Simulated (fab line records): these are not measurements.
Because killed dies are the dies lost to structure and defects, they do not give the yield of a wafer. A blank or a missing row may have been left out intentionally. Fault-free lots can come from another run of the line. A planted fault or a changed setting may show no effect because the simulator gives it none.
fab line records | flow sfq_line
record: lots: 15 wafers: 45 last_day: 85
route steps=325 shown A5B@209 I5@238 C5@247 M6@258 I6@269
lots that met no fault: from a run of the same line without faults
start_h: hours from the record's opening day to when the first of the lot's shown wafers began | wait_h: hours since the lot's step before | " the same as in the row above | L1.1+2: one row covering several wafers at once | - no value, or no start given | * or withheld: withheld | < > ~ a bound
route shown NAME@n: a module of which the file shows steps, and the number in the route of the first | usual: mean/standard deviation taken from wafers without a fault | same: alike in all rows | chamber/n: place in a boat | sites: the reading at each site | _std_site: standard deviation of those values | _edge_site: mean of outer sites minus mean of inner sites | radius_mm: how far each site lies from the wafer's centre | mask NAME#n: copy n | behind: the most recent tool/chamber to have shaped the wafer | hold: why the lot went on hold/how many hours it stayed there/how the hold came to an end | device: whichever transistor did not switch (one of n, p or np) | end of line: at the end of the route, the tests of the same wafers | a step given without rows: its recipe and nothing more | killed: dies lost to structure and defects at the first sort, not the wafer's yield | map: a wafer's dies, x killed, . not, _ none there
set.NAME: the run value of the setting; set.NAME@STEP: its run value at that earlier step | model.NAME: the simulator's own value behind a step, which no gauge read
the route's steps for a sample of lots (tables are steps, rows are wafers)
services: when a tool's chamber went out of use (start_h, in hours from the record's first day, below 0 if earlier), for how many hours, and the reason
== steps ==
step: SFQ_TRILAYER_A5B_DEP_PECVD_129
recipe: material: SiO2 temp_c: 150 time_s: 133.33 pressure_torr: 2.4 rf_w: 183.3 precursor: SiH4/N2O target_thk_nm: 600
usual: heater_power_w: 86/17 rf_fwd_power_W: 182.5/0.57 throttle_valve_pct: 24.2/1.5
columns lot.wafer tool chamber start_h wait_h heater_power_w rf_fwd_power_W throttle_valve_pct
L653.1 pecvd-03 0 1204.60 0.0 73 182.2 23.7
L653.2 " 2 " " 106 181.7 23.4
L653.6 " 0 " " 78 182.1 23.3
L654.2 pecvd-01 1 1205.80 0.0 78 183.2 24.0
L654.3 " 2 " " 71 182.3 25.3
L654.4 " 0 " " 79 182.3 28.3
L655.3 pecvd-03 1 1207.00 0.0 69 183.5 24.4
L655.5 " 2 " " 116 182.1 23.5
L655.6 " 0 " " 84 181.7 23.6
L656.2 pecvd-02 2 1218.60 0.0 93 182.0 21.9
L656.3 " 1 " " 89 183.7 22.4
L656.5 " 0 " " 92 182.2 23.7
L658.4 pecvd-03 1 1379.08 0.0 73 182.9 24.9
L658.5 " 2 " " 103 182.6 24.1
L658.6 " 0 " " 81 183.0 24.1
L659.2 pecvd-01 0 1382.63 0.0 75 182.0 28.3
L659.3 " 1 " " 81 183.0 23.4
L659.6 " 1 " " 66 182.0 23.5
L664.3 pecvd-01 0 1407.96 0.0 73 182.4 28.3
L664.5 " 1 " " 82 183.7 23.8
L664.6 " 0 " " 76 183.0 28.2
L665.1 pecvd-03 0 1410.36 0.0 83 182.3 24.1
L665.4 " 2 " " 118 182.1 23.7
L665.6 " 1 " " 68 182.4 25.3
L666.1 pecvd-02 2 1411.73 0.0 101 182.6 22.1
L666.2 " 1 " " 101 183.5 22.7
L666.6 " 1 " " 85 182.9 22.5
L669.3 pecvd-02 1 1419.96 0.0 97 183.1 22.8
L669.4 " 0 " " 85 182.7 24.3
L669.6 " 2 " " 105 181.9 22.1
L672.1 pecvd-03 0 1435.56 0.0 82 182.4 23.5
L672.2 " 1 " " 63 182.9 25.1
L672.6 " 1 " " 65 183.3 24.9
L673.2 pecvd-02 2 1444.93 0.0 101 181.4 22.2
L673.3 " 0 " " 98 182.9 24.1
L673.6 " 1 " " 86 182.4 22.5
L674.1 pecvd-03 2 1445.28 0.0 112 182.5 24.1
L674.2 " 1 " " 64 183.6 24.9
L674.3 " 0 " " 73 183.0 23.9
L675.4 pecvd-03 2 1447.73 0.0 123 182.0 24.0
L675.5 " 1 " " 68 182.7 25.2
L675.6 " 0 " " 69 183.8 23.8
L676.1 pecvd-03 0 1450.93 0.0 70 183.0 23.8
L676.5 " 1 " " 66 183.2 25.1
L676.6 " 2 " " 120 183.0 24.2
step: SFQ_TRILAYER_I5_STRIP_STRIP_148
recipe: gas: O2 power_w: 200 platen_temp_c: 40 overash_fraction: 0.65 chemistry: O2 pressure_mtorr: 50
usual: chamber_pressure_mTorr: 50.00/0.047 drypump_motor_current_A: 6.0/0.49 oes_product_au: 0.994/0.0087
columns lot.wafer tool chamber start_h wait_h chamber_pressure_mTorr drypump_motor_current_A oes_product_au rf_hours_counter_h
L653.1 rie_metal-02 0 1464.84 - 50.12 6.7 0.999 22
L653.2 " 1 " " 49.93 5.5 0.992 15
L653.6 " 0 " " 50.00 6.7 1.001 -
L654.2 rie_metal-02 1 1467.24 - 49.98 5.5 1.000 16
L654.3 " 0 " " 50.10 6.7 1.006 -
L654.4 " 1 " " 49.96 5.4 0.987 -
L655.3 rie_metal-02 0 1469.84 - 49.96 6.7 1.004 -
L655.5 " 0 " " 49.99 6.7 0.999 -
L655.6 " 1 " " 49.95 5.4 0.988 -
L656.2 rie_metal-02 1 1471.17 - 50.02 5.4 0.986 17
L656.3 " 1 " " 49.97 5.4 0.993 -
L656.5 " 1 " " 49.98 5.4 0.990 -
L658.4 rie_metal-02 1 1605.94 - 49.97 5.4 0.980 -
L658.5 " 0 " " 49.98 6.7 0.999 -
L658.6 " 1 " " 49.99 5.4 0.984 -
L659.2 rie_metal-03 1 1606.94 - 50.05 6.0 0.999 72
L659.3 " 0 " " 49.95 5.1 1.003 -
L659.6 " 1 " " 49.95 6.0 0.997 -
L664.3 rie_metal-01 1 1627.34 - 50.09 6.1 0.997 -
L664.5 " 0 " " 50.04 5.9 0.998 -
L664.6 " 1 " " 50.00 6.1 0.997 -
L665.1 rie_metal-01 0 1629.54 - 49.95 6.0 0.986 48
L665.4 " 0 " " 49.98 6.0 1.006 -
L665.6 " 1 " " 49.97 6.2 0.993 -
L666.1 rie_metal-01 1 1631.94 - 50.13 6.2 0.995 109
L666.2 " 0 " " 50.01 5.9 0.989 49
L666.6 " 0 " " 50.05 5.9 0.981 -
L669.3 rie_metal-02 1 1644.14 - 50.02 5.4 0.979 -
L669.4 " 0 " " 49.94 6.7 0.999 -
L669.6 " 1 " " 50.06 5.4 0.982 -
L672.1 rie_metal-01 0 1659.54 - 49.99 5.9 0.984 53
L672.2 " 1 " " 49.93 6.2 1.000 114
L672.6 " 0 " " 49.90 5.9 0.991 -
L673.2 rie_metal-02 0 1666.74 - 49.98 6.6 1.012 49
L673.3 " 0 " " 49.96 6.6 1.007 -
L673.6 " 0 " " 50.01 6.7 0.991 -
L674.1 rie_metal-01 1 1667.94 - 49.99 6.2 0.998 116
L674.2 " 0 " " 50.06 5.9 0.993 55
L674.3 " 1 " " 49.98 6.2 0.996 -
L675.4 rie_metal-02 0 1669.34 - 50.09 6.7 1.007 -
L675.5 " 1 " " 50.01 5.4 0.985 -
L675.6 " 0 " " 50.00 6.7 0.999 -
L676.1 rie_metal-01 0 1670.44 - 50.02 5.9 0.989 56
L676.5 " 1 " " 49.95 6.2 0.984 -
L676.6 " 0 " " 50.00 5.9 0.992 -
step: SFQ_TRILAYER_C5_BARC_OPEN_VIA_ETCH_210
recipe: mask_material: PR chemistry: O2 target_depth_nm: 125 target: BARC source_w: 500 bias_w: 80 pressure_mtorr: 30 time_s: 41.7
usual: bias_w: 80.01/0.26 chamber_pressure_mTorr: 29.999/0.026 drypump_motor_current_A: 5.83/0.29 oes_product_au: 0.685/0.0049 rf_fwd_power_W: 494.9/2
columns lot.wafer tool chamber start_h wait_h bias_w chamber_pressure_mTorr drypump_motor_current_A oes_product_au rf_fwd_power_W rf_hours_counter_h
L653.1 rie_diel-03 1 1469.78 0.0 80.52 29.972 5.97 0.685 499.4 11
L653.2 " 0 " " 79.52 30.002 5.81 0.687 494.7 18
L653.6 " 2 " " 80.24 29.992 5.68 0.677 495.0 -
L654.2 rie_diel-02 3 1473.38 0.0 80.02 29.987 5.86 0.691 496.0 17
L654.3 " 2 " " 80.38 29.984 5.59 0.695 493.1 12
L654.4 " 1 " " 79.86 29.975 5.69 0.682 491.1 11
L655.3 rie_diel-03 1 1476.98 0.0 80.70 30.010 5.96 0.692 499.2 11
L655.5 " 2 " " 80.44 29.954 5.70 0.690 494.4 -
L655.6 " 1 " " 80.17 30.020 5.95 0.692 499.7 -
L656.2 rie_diel-02 0 1479.38 0.0 80.13 30.019 6.05 0.677 490.5 2
L656.3 " 3 " " 80.09 30.005 5.87 0.687 495.6 17
L656.5 " 2 " " 80.11 29.975 5.60 0.681 495.1 -
L658.4 rie_diel-02 0 1615.90 0.0 80.16 30.023 6.01 0.685 488.9 3
L658.5 " 0 " " 79.80 30.001 6.02 0.683 491.5 -
L658.6 " 3 " " 80.26 29.957 5.87 0.687 495.0 -
L659.2 rie_diel-04 0 1617.10 0.0 79.81 30.004 6.05 0.681 494.1 4
L659.3 " 1 " " 79.50 30.054 6.19 0.691 495.8 1
L659.6 " 2 " " 79.97 30.002 4.99 0.682 494.7 -
L664.3 rie_diel-04 1 1633.90 0.0 - - - - - -
L664.5 " 2 " " - - - - - -
L664.6 " 3 " " - - - - - -
L665.1 rie_diel-03 2 1636.30 0.0 - - - - - -
L665.4 " 2 " " - - - - - -
L665.6 " 1 " " - - - - - -
L666.1 rie_diel-02 1 1638.70 0.0 - - - - - -
L666.2 " 2 " " - - - - - -
L666.6 " 3 " " - - - - - -
L669.3 rie_diel-02 1 1656.85 0.0 79.99 29.982 5.65 0.686 496.3 14
L669.4 " 2 " " 79.84 29.999 5.60 0.682 497.6 15
L669.6 " 2 " " 79.67 30.008 5.59 0.685 496.1 -
L672.1 rie_diel-03 2 1665.25 0.0 79.77 29.997 5.72 0.680 493.9 13
L672.2 " 3 " " 79.99 30.001 5.89 0.682 496.4 12
L672.6 " 0 " " 79.76 30.000 5.83 0.688 495.0 -
L673.2 rie_diel-03 2 1672.45 0.0 79.92 29.999 5.66 0.685 495.9 13
L673.3 " 1 " " 80.10 30.019 5.97 0.690 495.7 15
L673.6 " 1 " " 80.38 29.957 5.96 0.685 495.8 -
L674.1 rie_diel-04 1 1673.65 0.0 79.70 30.019 6.19 0.682 497.2 2
L674.2 " 0 " " 80.35 29.986 6.05 0.672 499.1 5
L674.3 " 3 " " 80.07 30.015 6.28 0.688 496.8 8
L675.4 rie_diel-03 2 1674.85 0.0 79.81 29.980 5.71 0.684 489.8 14
L675.5 " 1 " " 79.68 30.039 5.94 0.680 498.0 -
L675.6 " 2 " " 80.05 29.999 5.68 0.684 494.4 -
L676.1 rie_diel-02 2 1676.05 0.0 80.19 30.001 5.60 0.681 496.2 16
L676.5 " 0 " " 80.13 29.998 6.03 0.685 492.2 -
L676.6 " 3 " " 80.01 30.013 5.87 0.682 494.9 -
step: SFQ_TRILAYER_C5_ETCH_VIA_ETCH_154
recipe: target: SiO2 mask_material: PR chemistry: CHF3 target_depth_nm: 84 source_w: 500 bias_w: 80 pressure_mtorr: 30 time_s: withheld stop_on: Nb
usual: bias_w: 79.99/0.24 chamber_pressure_mTorr: 30.000/0.026 drypump_motor_current_A: 5.83/0.3 oes_product_au: 0.892/0.0089 rf_fwd_power_W: 495.4/1.7
columns lot.wafer tool chamber start_h wait_h bias_w chamber_pressure_mTorr drypump_motor_current_A oes_product_au rf_fwd_power_W
L653.1 rie_diel-03 1 1469.82 0.0 79.98 29.992 6.00 0.869 498.0
L653.2 " 0 " " 79.83 30.024 5.78 0.886 497.1
L653.6 " 2 " " 80.52 30.015 5.72 0.878 495.1
L654.2 rie_diel-02 3 1473.42 0.0 79.63 29.984 5.87 0.882 494.4
L654.3 " 2 " " 79.59 30.024 5.59 0.896 496.1
L654.4 " 1 " " 79.88 30.030 5.66 0.900 495.3
L655.3 rie_diel-03 1 1477.02 0.0 80.19 29.983 5.96 0.893 496.4
L655.5 " 2 " " 80.00 29.998 5.69 0.892 495.3
L655.6 " 1 " " 80.16 30.020 5.95 0.898 496.8
L656.2 rie_diel-02 0 1479.42 0.0 79.93 29.972 6.03 0.887 494.5
L656.3 " 3 " " 79.78 29.993 5.88 0.891 493.4
L656.5 " 2 " " 79.83 30.046 5.60 0.905 495.4
L658.4 rie_diel-02 0 1615.94 0.0 80.02 30.002 6.13 0.905 491.5
L658.5 " 0 " " 79.79 29.998 6.07 0.891 493.7
L658.6 " 3 " " 79.72 30.004 5.86 0.898 497.7
L659.2 rie_diel-04 0 1617.14 0.0 80.43 29.962 6.04 0.868 497.2
L659.3 " 1 " " 79.76 29.997 6.20 0.885 495.0
L659.6 " 2 " " 80.10 30.021 5.04 0.897 496.4
L664.3 rie_diel-04 1 1633.94 0.0 80.26 29.993 6.23 0.373 495.3
L664.5 " 2 " " 79.64 30.040 4.99 0.370 495.8
L664.6 " 3 " " 79.88 29.968 6.29 0.370 494.0
L665.1 rie_diel-03 2 1636.34 0.0 80.34 30.030 5.71 0.377 494.1
L665.4 " 2 " " 80.15 30.042 5.71 0.370 494.7
L665.6 " 1 " " 79.95 30.023 5.99 0.371 498.6
L666.1 rie_diel-02 1 1638.74 0.0 79.77 29.964 5.68 0.375 495.7
L666.2 " 2 " " 80.22 30.001 5.59 0.380 492.7
L666.6 " 3 " " 80.02 30.043 5.86 0.375 496.2
L669.3 rie_diel-02 1 1656.89 0.0 79.92 30.007 5.68 0.894 493.6
L669.4 " 2 " " 80.20 29.990 5.60 0.897 496.3
L669.6 " 2 " " 79.88 30.041 5.61 0.904 493.6
L672.1 rie_diel-03 2 1665.29 0.0 80.22 30.041 5.72 0.880 496.2
L672.2 " 3 " " 79.84 29.956 5.91 0.884 495.4
L672.6 " 0 " " 79.94 29.958 5.76 0.893 495.9
L673.2 rie_diel-03 2 1672.49 0.0 79.72 29.986 5.67 0.884 494.9
L673.3 " 1 " " 79.67 29.984 5.97 0.882 498.8
L673.6 " 1 " " 79.94 29.989 5.97 0.905 495.7
L674.1 rie_diel-04 1 1673.69 0.0 79.77 29.993 6.20 0.883 496.1
L674.2 " 0 " " 79.87 29.997 6.04 0.869 493.6
L674.3 " 3 " " 79.87 30.028 6.29 0.885 496.7
L675.4 rie_diel-03 2 1674.89 0.0 80.23 30.027 5.68 0.904 496.5
L675.5 " 1 " " 79.96 29.982 5.98 0.898 497.5
L675.6 " 2 " " 80.29 30.010 5.70 0.897 497.7
L676.1 rie_diel-02 2 1676.09 0.0 79.66 29.983 5.60 0.901 495.0
L676.5 " 0 " " 79.93 30.037 6.03 0.903 494.7
L676.6 " 3 " " 79.61 30.018 5.87 0.900 492.9
step: SFQ_TRILAYER_M6_LITHO_EXPOSE_160
recipe: mask_id: M6 na: 0.6 source_shape: conventional sigma_outer: 0.65 target_cd_nm: 500 dose_mj: 14.4
usual: exposure_dose_mJ_cm2: 14.398/0.015 focus_offset_nm: 0.0/0.56
columns lot.wafer tool chamber start_h wait_h mask exposure_dose_mJ_cm2 focus_offset_nm
L653.1 krf_scanner-02 0 1569.17 - M6#0 14.378 0.7
L653.2 " 0 " " M6#0 14.386 -0.1
L653.6 " 0 " " M6#0 14.399 0.4
L654.2 krf_scanner-01 0 1573.10 - M6#0 14.388 -0.2
L654.3 " 0 " " M6#0 14.391 0.0
L654.4 " 0 " " M6#0 14.401 -0.8
L655.3 krf_scanner-01 0 1575.70 - M6#0 14.412 0.4
L655.5 " 0 " " M6#0 14.412 0.8
L655.6 " 0 " " M6#0 14.412 0.1
L656.2 krf_scanner-01 0 1578.00 - M6#0 14.421 -0.8
L656.3 " 0 " " M6#0 14.437 -0.3
L656.5 " 0 " " M6#0 14.394 -0.1
L658.4 krf_scanner-01 0 1622.17 - M6#0 14.407 0.3
L658.5 " 0 " " M6#0 14.393 0.7
L658.6 " 0 " " M6#0 14.404 -0.8
L659.2 krf_scanner-01 0 1622.97 - M6#0 14.388 -0.6
L659.3 " 0 " " M6#0 14.415 -0.2
L659.6 " 0 " " M6#0 14.413 -0.8
L664.3 krf_scanner-01 - 1642.32 - M6#0 - -
L664.5 " - " " M6#0 - -
L664.6 " - " " M6#0 - -
L665.1 krf_scanner-01 - 1649.31 - M6#0 - -
L665.4 " - " " M6#0 - -
L665.6 " - " " M6#0 - -
L666.1 krf_scanner-01 - 1650.51 - M6#0 - -
L666.2 " - " " M6#0 - -
L666.6 " - " " M6#0 - -
L669.3 krf_scanner-01 0 1661.71 - M6#0 14.389 -0.8
L669.4 " 0 " " M6#0 14.374 -0.7
L669.6 " 0 " " M6#0 14.371 -1.3
L672.1 krf_scanner-01 0 1669.71 - M6#0 14.397 0.2
L672.2 " 0 " " M6#0 14.376 0.0
L672.6 " 0 " " M6#0 14.375 0.5
L673.2 krf_scanner-01 0 1675.91 - M6#0 14.395 0.6
L673.3 " 0 " " M6#0 14.378 -0.2
L673.6 " 0 " " M6#0 14.384 -0.3
L674.1 krf_scanner-01 0 1678.11 - M6#0 14.379 -0.2
L674.2 " 0 " " M6#0 14.409 0.4
L674.3 " 0 " " M6#0 14.396 -0.2
L675.4 krf_scanner-02 0 1737.64 - M6#0 14.403 0.2
L675.5 " 0 " " M6#0 14.413 -0.4
L675.6 " 0 " " M6#0 14.413 0.3
L676.1 krf_scanner-02 0 1739.44 - M6#0 14.409 -0.5
L676.5 " 0 " " M6#0 14.387 1.1
L676.6 " 0 " " M6#0 14.390 0.1
step: SFQ_TRILAYER_I6_METRO_MEASURE_167
usual: thk_nm: 199.8/1.3
columns lot.wafer tool chamber start_h wait_h thk_nm
L653.1 film_metro-02 - 1574.86 0.1 200.1
L653.2 " - " " 201.7
L653.6 " - " " 199.0
L654.2 film_metro-03 - 1578.81 0.3 198.1
L654.3 " - " " 198.7
L654.4 " - " " 199.7
L655.3 film_metro-04 - 1582.01 0.5 198.0
L655.5 " - " " 197.8
L655.6 " - " " 198.6
L656.2 film_metro-03 - 1583.71 0.3 200.1
L656.3 " - " " 199.8
L656.5 " - " " 200.5
L658.4 film_metro-02 - 1668.56 0.6 200.4
L658.5 " - " " 201.6
L658.6 " - " " 200.9
L659.2 film_metro-03 - 1671.16 0.3 200.1
L659.3 " - " " 200.1
L659.6 " - " " 200.6
L664.3 film_metro-03 - 1692.36 0.5 200.6
L664.5 " - " " 200.8
L664.6 " - " " 200.2
L665.1 film_metro-03 - 1695.40 0.1 198.6
L665.4 " - " " 198.3
L665.6 " - " " 198.8
L666.1 film_metro-02 - 1697.96 0.1 200.7
L666.2 " - " " 201.6
L666.6 " - " " 199.6
L669.3 film_metro-02 - 1710.36 0.5 201.1
L669.4 " - " " 201.1
L669.6 " - " " 200.6
L672.1 film_metro-02 - 1721.96 0.1 201.5
L672.2 " - " " 199.4
L672.6 " - " " 201.5
L673.2 film_metro-03 - 1722.56 0.3 198.7
L673.3 " - " " 199.1
L673.6 " - " " 202.2
L674.1 film_metro-02 - 1724.96 0.1 200.4
L674.2 " - " " 201.1
L674.3 " - " " 202.3
L675.4 film_metro-04 - 1749.56 0.6 199.9
L675.5 " - " " 202.5
L675.6 " - " " 199.9
L676.1 film_metro-03 - 1751.96 0.1 201.2
L676.5 " - " " 199.4
L676.6 " - " " 199.6
== services ==
columns tool chamber start_h hours kind
krf_scanner-01 - 1187.20 0.5 repair
krf_scanner-01 - 1191.31 1.0 pm
rie_diel-03 3 1198.59 59.7 repair
krf_scanner-01 - 1223.68 1.3 pm
rie_diel-03 1 1226.00 16.3 repair
krf_scanner-01 - 1271.78 0.8 pm
rie_diel-02 - 1276.03 0.5 repair
rie_diel-02 2 1286.49 7.6 repair
rie_diel-03 3 1286.82 4.2 repair
krf_scanner-01 - 1312.00 2.4 repair
rie_diel-02 0 1323.77 9.7 repair
rie_diel-02 - 1325.31 0.4 repair
rie_diel-02 1 1337.13 1.4 repair
rie_diel-02 - 1339.75 0.8 repair
rie_diel-02 1 1342.82 1.2 repair
krf_scanner-01 - 1359.99 4.4 pm
krf_scanner-01 - 1364.37 1.0 pm
krf_scanner-01 - 1378.02 11.8 repair
rie_diel-03 0 1389.91 2.6 repair
krf_scanner-01 - 1396.06 0.2 repair
krf_scanner-01 - 1399.58 1.3 pm
rie_diel-02 3 1411.81 4.2 repair
rie_diel-03 2 1420.98 22.0 repair
rie_diel-03 1 1426.67 9.9 repair
== key ==
first_sign: step: SFQ_TRILAYER_C5_BARC_OPEN_VIA_ETCH_210 reading: tool_record direction: missing
effect: step: SFQ_TRILAYER_C5_ETCH_VIA_ETCH_154 reading: oes_product_au direction: down sigmas: 58 usual: 0.892 struck: 0.373
effect: step: SFQ_TRILAYER_M6_LITHO_EXPOSE_160 reading: tool_record direction: missing
met_at SFQ_TRILAYER_C5_BARC_OPEN_VIA_ETCH_210
struck_lots L664,L665,L666
not_acting_at SFQ_TRILAYER_A5B_DEP_PECVD_129,SFQ_TRILAYER_I5_STRIP_STRIP_148,SFQ_TRILAYER_I6_METRO_MEASURE_167
onset_between 1617.10 1633.90
fault: kind: skipped_step_whole tool: rie_diel-02,rie_diel-03,rie_diel-04 chamber: - onset_h: 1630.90 steps: SFQ_TRILAYER_C5_BARC_OPEN_VIA_ETCH_210 scope: struck_lots_only
